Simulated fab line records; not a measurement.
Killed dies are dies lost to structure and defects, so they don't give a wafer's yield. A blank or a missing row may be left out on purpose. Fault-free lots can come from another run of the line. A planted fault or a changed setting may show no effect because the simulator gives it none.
2 desks looking at one fault + flow sky130 + each desk holds nothing but its own numbers, with what lay behind them at the end

AT THE METROLOGY DESK
Means of the sampled wafers that have a number, per lot and without regard to the tool the lot ran on: this is what the gauges read. Marked OUT: a lot whose mean sits more than 4 standard deviations from the usual mean, which makes it out of limits; the brackets give that distance.
Columns: A = cd_nm at SKY_SD_N_CD_MEAS_07, usual 379.9 nm; B = SD_N_TW at SKY_SD_N_TW_MEAS_12, usual 4000; C = CONTACT_CVD_00_THK at SKY_CONTACT_THK_MEAS_01, usual 75.2 nm
| lot  | first seen here | A     | B    | C               |
|------|-----------------|-------|------|-----------------|
| L451 | day 28 17:12    | 379.0 | 3932 | 74.9            |
| L453 | day 29 03:06    | 380.7 | 4022 | 74.9            |
| L455 | day 30 03:51    | 385.3 | 4019 | 111.7 (+33) OUT |
| L458 | day 30 23:30    | 379.5 | 3996 | 92.8 (+16) OUT  |
| L463 | day 32 22:05    | 381.2 | 4015 | 74.0            |
| L464 | day 33 06:53    | 380.3 | 4020 | 76.3            |
| L465 | day 33 17:04    | 381.3 | 3946 | 75.7            |
| L467 | day 34 05:59    | 378.5 | 3985 | 76.0            |
| L468 | day 34 15:19    | 383.7 | 3912 | 74.9            |
| L469 | day 35 01:23    | 376.0 | 4045 | 75.1            |
| L471 | day 35 16:41    | 380.0 | 3937 | 75.2            |
This desk finds L455, L458 out of limits, with the earliest case on L455 at day 32 15:08 (CONTACT_CVD_00_THK at SKY_CONTACT_THK_MEAS_01). L451, L453, L463, L464, L465, L467, L468, L469, L471: within limits.

AT THE TOOL OWNER'S DESK: pecvd-03
The tool's own readings at SKY_CONTACT_CVD_00 (deposits Si3N4, target thk 75 nm): means of the sampled wafers that have a number, for each lot that ran on this tool. Marked OUT: a lot whose mean sits more than 4 standard deviations from the usual mean, which makes it out of limits; the brackets give that distance.
Columns: A = heater_power_w at SKY_CONTACT_CVD_00, usual 774 W
| lot  | first seen here | A    |
|------|-----------------|------|
| L451 | day 31 06:52    | 983  |
| L455 | day 32 15:06    | 878  |
| L458 | day 33 09:44    | 1029 |
| L465 | day 36 02:34    | 980  |
| L469 | day 37 10:29    | 740  |
| L471 | day 38 01:16    | 789  |
This desk's verdict: no lot among the 6 shows anything out of limits.

TAKEN TOGETHER
On L455, L458, the metrology desk was in a position to raise an alarm at day 32 15:08.
The tool owner's desk saw nothing out of limits.
The tool owner's desk has L455, L458 on record, within its limits.
All the named lots went through SKY_CONTACT_CVD_00 on pecvd-03.

WHAT WAS PUT IN BY THE SIMULATOR
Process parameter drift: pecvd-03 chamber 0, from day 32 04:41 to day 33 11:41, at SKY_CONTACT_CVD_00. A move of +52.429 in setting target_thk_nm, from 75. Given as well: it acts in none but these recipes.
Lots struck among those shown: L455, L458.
Per desk, hours elapsed from the start of the fault to the first reading out of limits: for the metrology desk, 10.
